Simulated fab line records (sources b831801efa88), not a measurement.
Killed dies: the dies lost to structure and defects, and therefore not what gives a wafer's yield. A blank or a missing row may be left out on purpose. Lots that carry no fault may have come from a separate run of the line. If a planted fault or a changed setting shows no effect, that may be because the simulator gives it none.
The tool behind it: which one? ; flow sky130 ; 11 lots (32 wafers sampled), 1 step of a 708-step route

== WHAT THE GAUGES SHOWED, per wafer ==
SKY_FIELD_ISO_BOW_MEAS_00. Usual: for INCOMING_BOW the level is 0 um and the standard deviation is 6.6.
lot;measured;on;INCOMING_BOW (um);flag
L821;day 1 10:00;film-metro-03;-1 -4 -3;
L822;day 1 15:01;film-metro-02;-5 -7 -1;
L823;day 1 20:00;film-metro-03;-11 9 -7;
L826;day 2 11:00;film-metro-04;8 -12 4;
L827;day 2 16:00;film-metro-04;1 3 -3;
L830;day 3 07:04;film-metro-04;-7 3;
L834;day 4 03:04;film-metro-02;7 4 4;
L837;day 4 18:00;film-metro-02;-15 -1 0;
L840;day 5 09:00;film-metro-04;-4 -5 5;
L843;day 6 00:04;film-metro-03;8 -3 -8;
L844;day 6 05:01;film-metro-03;-9 -3 -6;

== TOOL THAT RAN EACH LOT (tool first, then ch and the chambers of the sampled wafers, then the start) ==
The record holds no process step before these readings.

== AS READ BY THE TOOLS THEMSELVES (means over the sampled wafers that have a number; for cases with no such wafer, the mark the record gives instead) ==
The record holds no such reading with a usual standard deviation.

== THE ANSWER, worked out from the rows above alone ==
Rule: a lot counts as off when the mean over its wafers that have a number is more than 3 standard deviations away from the usual mean. A lot without any number at a reading at which 4 lots or more have one is off too. The other lots that the step has rows for count as sound. After the gauges, taken in route order, come the tools' own readings; for these a lot's mean is taken, as printed above. The first step at which some lot is off is used, and at that step the reading that is off furthest; a lot without a number counts as furthest.
Nothing can be told from this: no lot is off at any reading shown.

== WHAT THE SIMULATOR HAD INSERTED ==
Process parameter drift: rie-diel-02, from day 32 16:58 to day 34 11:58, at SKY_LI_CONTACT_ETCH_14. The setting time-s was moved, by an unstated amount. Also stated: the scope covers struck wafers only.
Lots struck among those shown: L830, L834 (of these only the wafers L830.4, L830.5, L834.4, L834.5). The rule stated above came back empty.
